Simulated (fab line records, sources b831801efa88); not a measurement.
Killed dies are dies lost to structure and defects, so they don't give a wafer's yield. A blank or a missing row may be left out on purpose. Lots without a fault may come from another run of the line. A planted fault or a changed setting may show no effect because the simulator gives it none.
A struck lot beside a sound one | flow sky130 | 14 steps out of a route of 708
Sound: wafers L685.2, L685.5, L685.6. Struck: wafers L684.1, L684.4, L684.6. The cause comes at the end.
At each step with rows: each side's tool, then ch and its chambers, then its first start. Under that, the readings that differ: sound wafers | struck wafers | difference of the means | sigmas: that difference in standard deviations of wafers without a fault.
alike: readings whose means differ by less than 2 such deviations, and words and numbers that are the same on both sides. not compared: withheld readings, readings that some wafer has no value for, bounds like >300 that may hide the same value, and numbers for which the record gives no deviation and whose values overlap.
The two part at a step that has a row with sigmas, a row that says differs or no value, or rows on one side only. Numbers that don't overlap but have no deviation are shown without sigmas and don't part them. A reading that every wafer of one side lacks parts them only if that side has two wafers or more.

first, 8 steps without rows for these wafers: SKY_METAL3_DEHYDRATE_05 (time 60 s); SKY_METAL3_HMDS_06 (prime time 60 s); SKY_METAL3_COAT_07 (resist thk 60 nm); SKY_METAL3_COAT_08 (resist thk 1140 nm); SKY_METAL3_SOFTBAKE_09 (time 90 s); SKY_METAL3_EXPOSE_10 (exposes mask MM3, target cd 300 nm); SKY_METAL3_PEB_11; SKY_METAL3_DEVELOP_12 (develop time 60 s).
SKY_METAL3_CD_MEAS_13: target cd 300 nm.
  sound on cd_sem-01, day 42 20:40; struck on cd_sem-01, day 42 07:37
  alike: cd_nm
SKY_METAL3_OVL_MEAS_14:
  sound on overlay-02, day 42 20:46; struck on overlay-01, day 42 07:44
  alike: METAL3_OVL
SKY_METAL3_DESCUM_15: chemistry O2, time 8 s.
  sound on rie_metal-03 ch 0,1, day 42 20:48; struck on rie_metal-01 ch 0,1, day 42 07:46
  reading                     | sound       | struck      | difference | sigmas
  drypump_motor_current_A (A) | 5.1 5.1 5.8 | 6.2 6.2 6.2 | +0.9       | +2
  alike: oes_product_au
  not compared: rf_hours_counter_h
SKY_METAL3_ETCH_16: etches BARC in N2/H2, stops on SiO2, time 88.2 s, target depth 60 nm.
  sound on rie_metal-03 ch 0,1, day 42 20:50; struck on rie_metal-01 ch 0,1, day 42 07:48
  reading                     | sound       | struck      | difference | sigmas
  drypump_motor_current_A (A) | 5.1 5.1 5.8 | 6.2 6.2 6.2 | +0.9       | +2
  alike: bias_w, chamber_pressure_mTorr, oes_product_au, throttle_valve_pct
  not compared: rf_hours_counter_h
SKY_METAL3_ETCH_17: etches SiO2 in C4F8/O2/Ar, stops on TiN, time 3.9 s, target depth 15 nm.
  sound on rie_diel-04 ch 1,2, day 42 20:56; struck on rie_diel-04 ch 1,2, day 42 07:54
  no value came back on the struck wafers for bias_w (W), chamber_pressure_mTorr (mTorr), oes_product_au (a.u.); on the sound wafers bias_w (W) reads 1191 1199 1191
  not compared: rf_hours_counter_h
SKY_METAL3_METAL_ETCH_18: etches the open film in Cl2/BCl3, stops on SiO2, target depth 845 nm, time 183.1 s.
  sound on rie_metal-02 ch 0,1, day 42 20:57; struck on rie_metal-02 ch 0,1, day 42 07:55
  reading               | sound             | struck            | difference | sigmas
  bcl3_flow_sccm (sccm) | 30.10 30.20 30.08 | 29.95 29.95 29.87 | -0.20      | -2
  alike: bias_w, drypump_motor_current_A, oes_product_au, throttle_valve_pct
  not compared: rf_hours_counter_h

WHERE THEY PART
First at SKY_METAL3_DESCUM_15; last, within this record, at SKY_METAL3_METAL_ETCH_18.

WHY: what the simulator had put in
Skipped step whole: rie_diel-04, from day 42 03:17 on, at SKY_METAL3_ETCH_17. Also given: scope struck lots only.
